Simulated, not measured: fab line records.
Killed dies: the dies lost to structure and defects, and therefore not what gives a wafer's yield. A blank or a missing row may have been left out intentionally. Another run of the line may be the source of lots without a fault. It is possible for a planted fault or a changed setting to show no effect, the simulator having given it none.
The same fault as seen by 2 desks | flow gf180mcu | each desk holds nothing but its own numbers, with what lay behind them at the end

## THE TOOL OWNER'S DESK: implanter-04
The tool's own readings at GF_PSD_IMPLANT_09, given as means over the sampled wafers that have a number, one for each lot that went through this tool. Any lot whose mean is over 4 standard deviations away from the usual mean is out of limits and marked OUT; that distance is given in the brackets.
Columns: A = doseIonsCm2 at GF_PSD_IMPLANT_09, usual 1.5001e+15; B = faradayCurrentUA at GF_PSD_IMPLANT_09, usual 8236
lot  | first seen here | A                    | B
L810 | day 14 04:53    | 1.5001e+15           | 8357
L813 | day 15 15:50    | 1.5008e+15           | 8293
L815 | day 15 17:29    | 1.4994e+15           | 8348
L816 | day 16 06:43    | 1.3708e+15 (-81) OUT | 7577 (-4.4) OUT
L818 | day 17 01:58    | 1.3712e+15 (-81) OUT | 7393 (-5.6) OUT
L828 | day 20 12:29    | 1.5011e+15           | 8168
L829 | day 20 20:20    | 1.5002e+15           | 8272
This desk finds L816, L818 out of limits, L816 being first, at day 16 06:43 (doseIonsCm2 at GF_PSD_IMPLANT_09). In limits: L810, L813, L815, L828, L829.

## METROLOGY DESK
What the gauges read for every lot (on any tool): the sampled wafers with a number, averaged. Any lot whose mean is over 4 standard deviations away from the usual mean is out of limits and marked OUT; that distance is given in the brackets.
Columns: A = cdNm at GF_HV_LDD_CD_MEAS_31, usual 400.0 nm; B = NSD_OVL at GF_NSD_OVL_MEAS_08, usual -0.8 nm; C = PSD_TW at GF_PSD_TW_MEAS_11, usual 3178; D = PSD_RS at GF_PSD_RS_MEAS_15, usual 108.66 ohm/sq; E = cdNm at GF_SAB_CD_MEAS_09, usual 420.6 nm
lot  | first seen here | A     | B    | C               | D                | E
L810 | day 11 12:59    | 398.3 | -0.7 | 3182            | 108.74           | 416.4
L813 | day 12 20:12    | 399.1 | -2.1 | 3172            | 108.28           | 418.5
L815 | day 12 23:56    | 401.4 | -0.6 | 3179            | 108.50           | 421.8
L816 | day 13 09:28    | 399.7 | -1.1 | 3093 (-5.7) OUT | 111.67 (+11) OUT | 420.5
L818 | day 14 03:11    | 401.6 | -3.0 | 3148            | 112.15 (+13) OUT | 423.6
L823 | day 16 02:44    | 399.8 | -0.1 | 3182            | 108.56           | 421.1
L824 | day 16 05:41    | 400.0 | -0.2 | 3185            | 108.86           | 421.0
L825 | day 16 10:53    | 398.1 | 0.5  | 3170            | 109.08           | 417.8
L828 | day 17 08:09    | 396.4 | -0.4 | 3161            | 108.60           | 420.7
L829 | day 17 15:28    | 400.5 | -1.4 | 3185            | 108.62           | 422.9
L833 | day 19 06:36    | 397.6 | -1.3 | 3185            | 108.98           | 420.8
This desk finds L816, L818 out of limits, with the earliest case on L816 at day 16 06:58 (PSD_TW at GF_PSD_TW_MEAS_11). In limits: L810, L813, L815, L823, L824, L825, L828, L829, L833.

## BROUGHT TOGETHER
The tool owner's desk had the chance to raise an alarm at day 16 06:43 on L816, L818.
At day 16 06:58 the metrology desk could have sounded an alarm, on L816, L818.
All the named lots went through GF_PSD_IMPLANT_09 on implanter-04.

## WHAT THE SIMULATOR PUT IN
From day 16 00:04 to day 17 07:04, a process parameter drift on implanter-04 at GF_PSD_IMPLANT_09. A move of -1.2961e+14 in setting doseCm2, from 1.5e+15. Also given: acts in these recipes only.
Shown lots that were struck: L816, L818.
Time in hours from fault onset to the first out-of-limits reading at each desk: tool owner's desk 7, metrology desk 7.
